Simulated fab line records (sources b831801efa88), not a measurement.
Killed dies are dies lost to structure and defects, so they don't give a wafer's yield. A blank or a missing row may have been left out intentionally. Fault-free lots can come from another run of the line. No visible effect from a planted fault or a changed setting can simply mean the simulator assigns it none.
Code-filled problem report in 8D (eight disciplines) form || flow gf180mcu || the parts of the form that need people (team, actions taken, sign-off) are left out

1. PROBLEM STATEMENT
Mean of run-length-s at GF_M3_SOFTBAKE_10: 92.29 s across 6 wafers in 2 lots; on wafers with no fault it is 89.02 s (standard deviation 0.19). That puts it +17 standard deviations away from the usual mean.
The step: time 60 s.
First observed at day 24 17:51: wafer L332.1, on litho-track-03. At this step, 39 wafers from 13 lots have a number in the record. Rule for "out" (also "out of limits"): further than 4 standard deviations from the usual mean. The rest of the wafers with a number are treated as sound.

2. WHAT IT IS, WHAT IT ISN'T
{"question": "which readings at this step", "is": "run-length-s", "is not": "-"}
{"question": "which lots", "is": "L332, L334", "is not": "L322, L323, L324, L325, L326, L327, L335, L341, L342, L343, L344"}
{"question": "which wafers of those lots", "is": "all that have a number", "is not": "-"}
{"question": "read on which tools", "is": "litho-track-03", "is not": "litho-track-02, litho-track-04"}
{"question": "when", "is": "from day 24 17:51", "is not": "up to then (18 sound wafers); but 15 sound wafers of L335, L341, L342, L343, L344 came after"}

3. WHAT RULES OUT EACH SUSPECT
Counting: a tool at a process step up to the reading stays a suspect if it ran every lot that is out and no sound lot after the first of them.
- litho-track-03 at GF_M3_SOFTBAKE_10 (time 60 s): ruled out as a lasting fault. The sound lots L342 went through it after L332, its earliest lot that is out (day 24 17:51).
Left after counting: nothing in the record.

4. THE CAUSE (what the simulator had put in)
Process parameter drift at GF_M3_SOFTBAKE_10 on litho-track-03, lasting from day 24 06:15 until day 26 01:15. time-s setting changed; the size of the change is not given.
Counting ruled it out, wrongly.

5. THE CHAIN OF EFFECTS, in route order
One row per reading whose mean, taken over the struck wafers that have a number, lies over 3 standard deviations from the usual. Readings are gone through only where the record gives a usual standard deviation; hours: the median, over the lots, of the time from a lot's start at the first step in this table giving one to that lot's start at this step; sigmas: the change measured in usual standard deviations.
{"hours": 0, "step": "GF_M3_SOFTBAKE_10", "reading": "run-length-s", "usual": "89.02 s", "on struck wafers": 92.29, "change": "+3.27", "sigmas": "+17"}
Its process steps:
- GF_M3_SOFTBAKE_10: time 60 s.

6. WHAT WOULD HAVE CAUGHT IT SOONER
The fault began at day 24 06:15; the first out-of-limits reading in this record came at day 24 17:51, 12 hours later.
